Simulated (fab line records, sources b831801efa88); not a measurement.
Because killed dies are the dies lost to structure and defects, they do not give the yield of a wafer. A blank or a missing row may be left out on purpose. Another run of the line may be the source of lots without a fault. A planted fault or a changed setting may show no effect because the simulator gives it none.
2 desks looking at one fault + flow gf180mcu + numbers are kept per desk, each desk with only its own; the story behind them comes last

## DESK OF THE TOOL OWNER: plasma_asher-04
The tool's own readings at GF_CONTACT_STRIP_18 (strips in O2/N2): means of the sampled wafers that have a number, for each lot that ran on this tool. Marked OUT: a lot whose mean sits more than 4 standard deviations from the usual mean, which makes it out of limits; the brackets give that distance.
Columns: A = chamber_pressure_mTorr at GF_CONTACT_STRIP_18, usual 1500.1 mTorr; B = drypump_motor_current_A at GF_CONTACT_STRIP_18, usual 5.5 A; C = heater_power_w at GF_CONTACT_STRIP_18, usual 320 W; D = oes_product_au at GF_CONTACT_STRIP_18, usual 0.579 a.u.
| lot  | first seen here | A      | B   | C   | D     |
|------|-----------------|--------|-----|-----|-------|
| L722 | day 16 01:36    | 1499.5 | 5.2 | 303 | 0.578 |
| L723 | day 16 11:00    | 1501.4 | 5.2 | 304 | 0.580 |
| L727 | day 19 00:14    | 1500.9 | 5.2 | 309 | 0.581 |
| L738 | day 22 07:22    | 1499.5 | 5.2 | 303 | 0.575 |
| L741 | day 23 11:16    | 1500.3 | 5.2 | 312 | 0.577 |
| L743 | day 23 21:49    | 1499.2 | 5.2 | 303 | 0.577 |
This desk's verdict: no lot among the 6 shows anything out of limits.

## METROLOGY DESK
Means of the sampled wafers that have a number, per lot and without regard to the tool the lot ran on: this is what the gauges read. Marked OUT: a lot whose mean sits more than 4 standard deviations from the usual mean, which makes it out of limits; the brackets give that distance.
Columns: A = PSD_RS at GF_PSD_RS_MEAS_15, usual 108.53 ohm/sq; B = CONTACT_CVD_00_THK at GF_CONTACT_THK_MEAS_01, usual 300 nm
| lot  | first seen here | A      | B   |
|------|-----------------|--------|-----|
| L722 | day 14 04:44    | 108.74 | 296 |
| L723 | day 14 13:50    | 108.37 | 303 |
| L726 | day 16 11:09    | 108.63 | 299 |
| L727 | day 17 00:46    | 108.34 | 303 |
| L730 | day 18 01:15    | 108.86 | 295 |
| L731 | day 18 07:19    | 108.37 | 298 |
| L735 | day 19 07:20    | 108.20 | 304 |
| L737 | day 20 04:32    | 108.60 | 299 |
| L738 | day 20 05:31    | 108.85 | 297 |
| L740 | day 21 00:50    | 108.49 | 298 |
| L741 | day 21 11:04    | 108.45 | 300 |
| L742 | day 21 13:25    | 108.65 | 304 |
| L743 | day 21 22:30    | 108.86 | 302 |
| L744 | day 22 06:32    | 108.77 | 300 |
This desk's verdict: no lot among the 14 shows anything out of limits.

## BROUGHT TOGETHER
The desk of the tool owner found nothing out of limits.
Metrology desk: nothing out of limits seen.

## WHAT HAD BEEN PUT IN BY THE SIMULATOR
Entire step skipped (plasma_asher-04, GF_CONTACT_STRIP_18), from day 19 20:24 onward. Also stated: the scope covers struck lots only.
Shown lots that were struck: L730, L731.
